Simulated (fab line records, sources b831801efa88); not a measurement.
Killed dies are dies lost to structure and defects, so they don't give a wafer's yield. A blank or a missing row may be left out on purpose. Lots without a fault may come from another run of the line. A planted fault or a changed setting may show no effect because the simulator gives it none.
Tool commonality check | flow sky130 | 11 lots, 33 wafers sampled

WHY IT WAS OPENED
At SKY_LI_CONTACT_RS_MEAS_22 the reading LI_CONTACT_W_RS is flagged on 2 of 11 lots. Wafers without a fault read 0.287 ohm/sq, standard deviation 0.0031.
Rule: a lot is flagged when every wafer of it that has a number lies more than 4 standard deviations from that mean, or none has a number. The other lots count as sound.

lot  | measured     | on            | LI_CONTACT_W_RS (ohm/sq), wafer by wafer | flag
L548 | day 29 21:12 | film_metro-02 | 0.287 0.289 0.292                        |
L550 | day 30 11:04 | film_metro-04 | 0.295 0.296 0.289                        |
L551 | day 30 23:20 | film_metro-02 | 0.291 0.287 0.290                        |
L552 | day 31 13:19 | film_metro-04 | 0.291 0.286 0.286                        |
L559 | day 33 04:25 | film_metro-03 | 0.388 0.390 0.394                        | FLAGGED
L560 | day 33 08:04 | film_metro-04 | 0.393 0.386 0.389                        | FLAGGED
L563 | day 33 22:51 | film_metro-04 | 0.287 0.282 0.281                        |
L564 | day 34 08:11 | film_metro-02 | 0.282 0.283 0.287                        |
L568 | day 35 10:18 | film_metro-02 | 0.289 0.291 0.286                        |
L570 | day 36 00:50 | film_metro-03 | 0.286 0.285 0.285                        |
L571 | day 36 08:32 | film_metro-04 | 0.286 0.289 0.286                        |
The numbers of the flagged lots are 0.390 ohm/sq on average: +0.103 ohm/sq against the usual, or +33 standard deviations.

WHICH TOOL RAN EACH LOT
The record holds 2 process steps before the reading, out of a route of 708 steps. In each cell: the tool, then ch and the chambers that the sampled wafers went through, then the start.
lot  | flag    | SKY_SD_N_RTA_14                  | SKY_LI_CONTACT_CVD_21
L548 |         | rtp_anneal-02 ch 0, day 28 15:35 | cvd_w-02 ch 1, day 29 21:04
L550 |         | rtp_anneal-01 ch 0, day 29 04:58 | cvd_w-02 ch 0,1, day 30 10:56
L551 |         | rtp_anneal-02 ch 0, day 29 17:16 | cvd_w-02 ch 0,1, day 30 23:13
L552 |         | rtp_anneal-02 ch 0, day 30 07:29 | cvd_w-01 ch 0,1, day 31 13:12
L559 | FLAGGED | rtp_anneal-02 ch 0, day 31 23:29 | cvd_w-02 ch 0,1, day 33 04:17
L560 | FLAGGED | rtp_anneal-01 ch 0, day 32 03:29 | cvd_w-02 ch 0,1, day 33 07:56
L563 |         | rtp_anneal-02 ch 0, day 32 18:49 | cvd_w-01 ch 0,1, day 33 22:43
L564 |         | rtp_anneal-01 ch 0, day 33 03:46 | cvd_w-01 ch 0,1, day 34 08:03
L568 |         | rtp_anneal-01 ch 0, day 34 05:56 | cvd_w-01 ch 0,1, day 35 10:09
L570 |         | rtp_anneal-01 ch 0, day 34 21:26 | cvd_w-01 ch 0,1, day 36 00:43
L571 |         | rtp_anneal-02 ch 0, day 35 04:33 | cvd_w-02 ch 0,1, day 36 08:25
What these steps do:
- SKY_SD_N_RTA_14: time 2 s.
- SKY_LI_CONTACT_CVD_21: deposits W, target thk 400 nm, time 120.56 s.
- SKY_LI_CONTACT_RS_MEAS_22: measures by four-point-probe.

FLAGGED OVER TOTAL, TOOL BY TOOL (the gauges that took the reading come last)
step                      | tool          | lots run | flagged | share of the flagged lots | sound lots run after its first flagged lot
SKY_SD_N_RTA_14           | rtp_anneal-01 | 5        | 1       | some                      | 3 (L564,L568,L570)
SKY_SD_N_RTA_14           | rtp_anneal-02 | 6        | 1       | some                      | 2 (L563,L571)
SKY_LI_CONTACT_CVD_21     | cvd_w-01      | 5        | 0       | none                      | -
SKY_LI_CONTACT_CVD_21     | cvd_w-02      | 6        | 2       | all                       | 1 (L571)
SKY_LI_CONTACT_RS_MEAS_22 | film_metro-02 | 4        | 0       | none                      | -
SKY_LI_CONTACT_RS_MEAS_22 | film_metro-03 | 2        | 1       | some                      | 1 (L570)
SKY_LI_CONTACT_RS_MEAS_22 | film_metro-04 | 5        | 1       | some                      | 2 (L563,L571)

WHAT THE TABLE ALLOWS
1 row of the table ran every flagged lot: cvd_w-02 at SKY_LI_CONTACT_CVD_21.
- cvd_w-02 at SKY_LI_CONTACT_CVD_21: 2 of its 6 lots flagged. Sound lots ran on it after the first flagged one (L571), which a lasting fault on the whole tool wouldn't allow. Its own readings lie more than 4 standard deviations out on every wafer of the flagged lots: chamber_pressure_Torr.
No row of the table ran every flagged lot and no sound lot after the first.

WHAT THE SIMULATOR HAD PUT IN
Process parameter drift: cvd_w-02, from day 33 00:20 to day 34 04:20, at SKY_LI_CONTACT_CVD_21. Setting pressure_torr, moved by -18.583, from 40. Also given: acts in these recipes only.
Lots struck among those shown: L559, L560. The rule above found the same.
